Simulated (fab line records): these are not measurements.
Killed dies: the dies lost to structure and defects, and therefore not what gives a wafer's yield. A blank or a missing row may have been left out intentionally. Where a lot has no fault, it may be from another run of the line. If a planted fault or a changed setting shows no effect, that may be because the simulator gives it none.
Matching of chambers	flow gf180mcu	GF_PASSIVATION_CVD_00 on pecvd-03 has 3 sister chambers
The step deposits SiO2 from TEOS, target thk 1000 nm, time 111.95 s. 3 wafers are shown with their chamber, then 11 later ones without.

## WAFERS PAIRED WITH THEIR CHAMBERS
wafer	chamber	heaterPowerW (W)
L086.1	1	651
L089.3	0	532
L091.3	2	483

## WAFERS WITHOUT THEIR CHAMBER
wafer	heaterPowerW (W)
L091.5	645
L091.6	507
L092.1	635
L092.3	589
L092.4	414
L093.2	637
L093.3	502
L093.4	411
L095.2	442
L095.3	661
L095.6	475

## WHICH CHAMBER EACH ONE RAN IN
wafer	from the rows above	in truth
L091.5	1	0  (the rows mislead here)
L091.6	can't be placed: 2 or 0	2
L092.1	1	1
L092.3	can't be placed: 0 or 1 or 2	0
L092.4	can't be placed: 2 or 0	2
L093.2	1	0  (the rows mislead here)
L093.3	can't be placed: 2 or 0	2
L093.4	can't be placed: 2 or 0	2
L095.2	can't be placed: 2 or 0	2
L095.3	1	1
L095.6	can't be placed: 2 or 0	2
Correctly placed: 2 of 11. Not placeable from these rows: 7 (in 7, the candidates include the true chamber). 2 placed wrongly.
How it was worked out, from the rows above alone: a wafer's distance from a chamber is the root of the sum, over the readings, of the square of ((its reading less the chamber's mean) divided by the reading's scatter). The wafer belongs to the nearest chamber; if the next one is less than 2 further off, it can't be placed. Each chamber's mean is taken over the wafers shown for it. The scatter: root of mean squared gap, hidden wafer to nearest shown wafer, with one shown wafer a chamber.
